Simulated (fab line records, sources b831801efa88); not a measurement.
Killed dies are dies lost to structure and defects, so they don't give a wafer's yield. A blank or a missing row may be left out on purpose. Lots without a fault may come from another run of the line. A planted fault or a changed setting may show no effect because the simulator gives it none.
Which tool did it? | flow gf180mcu | 24 lots, 72 wafers sampled, at 1 step of a route of 602

WHAT THE GAUGES READ, wafer by wafer
GF_PSD_CD_MEAS_07: target cd 400 nm.
lot  | measured     | on        | cd_nm (nm)
L074 | day 14 11:41 | cd_sem-02 | 405.2 404.2 404.7
L075 | day 14 16:40 | cd_sem-02 | 399.1 400.5 398.0
L076 | day 14 23:12 | cd_sem-01 | 404.5 402.3 402.1
L077 | day 15 08:26 | cd_sem-01 | 402.4 399.7 401.3
L078 | day 15 12:34 | cd_sem-02 | 401.6 402.0 404.1
L079 | day 16 00:16 | cd_sem-01 | 398.3 397.6 395.3
L080 | day 16 07:27 | cd_sem-01 | 397.0 399.4 399.6
L081 | day 16 22:53 | cd_sem-01 | 402.0 401.3 404.1
L082 | day 16 23:08 | cd_sem-01 | 394.8 396.7 396.6
L083 | day 17 03:23 | cd_sem-02 | 402.5 403.5 401.0
L084 | day 17 20:32 | cd_sem-01 | 398.1 397.6 396.1
L085 | day 18 05:31 | cd_sem-01 | 394.9 392.7 398.0
L086 | day 18 12:59 | cd_sem-02 | 399.1 400.3 400.1
L087 | day 18 22:08 | cd_sem-01 | 397.8 395.9 396.8
L088 | day 19 08:40 | cd_sem-01 | 400.1 402.0 400.3
L089 | day 19 13:21 | cd_sem-01 | 401.7 404.8 401.0
L090 | day 19 23:41 | cd_sem-01 | 403.3 402.3 404.4
L091 | day 20 13:18 | cd_sem-01 | 401.4 400.7 402.6
L092 | day 20 19:19 | cd_sem-01 | 399.8 401.6 401.4
L093 | day 21 03:55 | cd_sem-01 | 398.4 399.2 400.2
L094 | day 21 13:01 | cd_sem-01 | 398.5 401.4 398.7
L095 | day 21 22:43 | cd_sem-01 | 402.9 404.1 402.3
L096 | day 22 00:59 | cd_sem-02 | 396.0 399.5 397.3
L097 | day 22 12:14 | cd_sem-02 | 398.9 401.7 398.5

WHICH TOOL RAN EACH LOT (tool, then ch and the chambers of the sampled wafers, then the start)
The record holds no process step before these readings.

WHAT THE TOOLS THEMSELVES READ (means of the sampled wafers that have a number; where no wafer has one, the mark that the record gives instead)
The record holds no such reading with a usual standard deviation.

THE ANSWER, worked out from the rows above alone
Rule: what is usual is taken from the lots themselves. Put in order of their means at a reading, lots are off if they are a third of the lots or fewer, leave a main group of 4 or more, and stand apart from it by a gap of 3 or more times the standard deviation of the main group's means; of several such gaps the widest counts. A main group whose means are all the same, to the digits that the tables above print for the reading, isn't used. A lot without any number at a reading at which 4 lots or more have one is off too. The other lots that the step has rows for count as sound. The gauges are gone through in route order, then the tools' own readings, and for those a lot's mean is taken as printed above. The first step at which some lot is off is used, and at that step the reading that is off furthest; a lot without a number counts as furthest.
No lot is off at any reading shown: from this, nothing can be told.

WHAT THE SIMULATOR HAD PUT IN
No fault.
